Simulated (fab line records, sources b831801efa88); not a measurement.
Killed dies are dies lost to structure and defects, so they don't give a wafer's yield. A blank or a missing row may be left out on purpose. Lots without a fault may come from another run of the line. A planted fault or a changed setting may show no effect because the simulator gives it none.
One fault seen from 2 desks | flow sky130 | each desk has only its own numbers; what lay behind them comes last

THE METROLOGY DESK
What the gauges read, lot by lot, whatever tool the lot ran on: means of the sampled wafers that have a number. A lot is out of limits, marked OUT, if its mean lies more than 4 standard deviations from the usual mean; the brackets give that distance.
Columns: A = METAL2_ALCU_RS at SKY_METAL2_RS_MEAS_05, usual 0.1263 ohm/sq; B = cd_nm at SKY_VIA2_CD_MEAS_12, usual 200.1 nm
lot  | first seen here | A      | B
L602 | day 34 22:31    | 0.1283 | 200.7
L603 | day 35 17:53    | 0.1246 | 201.1
L604 | day 36 18:22    | 0.1264 | 200.9
L606 | day 37 01:50    | 0.1297 | 199.1
L605 | day 37 02:48    | 0.1262 | 200.7
L607 | day 37 17:15    | 0.1262 | 201.1
L608 | day 37 19:13    | 0.1242 | 200.4
L609 | day 37 20:12    | 0.1287 | 200.6
L610 | day 37 22:11    | 0.1261 | 198.1
L615 | day 39 05:18    | 0.1260 | 198.6
L614 | day 39 10:26    | 0.1259 | 198.8
L616 | day 39 19:47    | 0.1255 | 220.2 (+14) OUT
L617 | day 39 22:12    | 0.1254 | 220.5 (+15) OUT
L618 | day 40 01:42    | 0.1244 | 221.2 (+15) OUT
L619 | day 40 03:09    | 0.1268 | 221.8 (+15) OUT
L620 | day 40 07:27    | 0.1265 | 199.4
This desk's finding: out of limits on L616, L617, L618, L619; first on L616, day 41 21:44 (cd_nm at SKY_VIA2_CD_MEAS_12). In limits: L602, L603, L604, L606, L605, L607, L608, L609, L610, L615, L614, L620.

THE TOOL OWNER'S DESK: krf_scanner-01
The tool's own readings at SKY_VIA2_EXPOSE_09 (exposes mask VIM2, target cd 200 nm): means of the sampled wafers that have a number, for each lot that ran on this tool. A lot is out of limits, marked OUT, if its mean lies more than 4 standard deviations from the usual mean; the brackets give that distance.
Columns: A = exposure_dose_mJ_cm2 at SKY_VIA2_EXPOSE_09, usual 38.00
lot  | first seen here | A
L602 | day 36 15:26    | 37.95
L605 | day 38 19:26    | 38.03
L607 | day 39 09:01    | 38.01
L609 | day 39 14:29    | 37.98
L610 | day 39 16:32    | 37.99
L615 | day 40 21:26    | 38.02
L614 | day 41 01:43    | 38.02
L616 | day 41 09:32    | 42.61 (+99 or more) OUT
L617 | day 41 11:59    | 42.62 (+99 or more) OUT
L618 | day 41 15:54    | 42.65 (+99 or more) OUT
L619 | day 41 17:23    | 42.66 (+99 or more) OUT
This desk's finding: out of limits on L616, L617, L618, L619; first on L616, day 41 09:32 (exposure_dose_mJ_cm2 at SKY_VIA2_EXPOSE_09). In limits: L602, L605, L607, L609, L610, L615, L614.

PUT TOGETHER
The tool owner's desk could have raised an alarm at day 41 09:32, on L616, L617, L618, L619.
The metrology desk could have raised an alarm at day 41 21:44, on L616, L617, L618, L619.
Of the lots named, all ran SKY_VIA2_EXPOSE_09 on krf_scanner-01.

WHAT THE SIMULATOR HAD PUT IN
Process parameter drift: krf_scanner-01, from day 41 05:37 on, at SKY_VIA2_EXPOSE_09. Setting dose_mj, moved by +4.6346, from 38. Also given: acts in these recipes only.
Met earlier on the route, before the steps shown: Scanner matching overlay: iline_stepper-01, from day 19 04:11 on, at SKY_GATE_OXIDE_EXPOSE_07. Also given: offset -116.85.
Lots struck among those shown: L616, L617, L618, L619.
Hours from the fault's start to each desk's first reading out of limits: the tool owner's desk, 4; the metrology desk, 16.
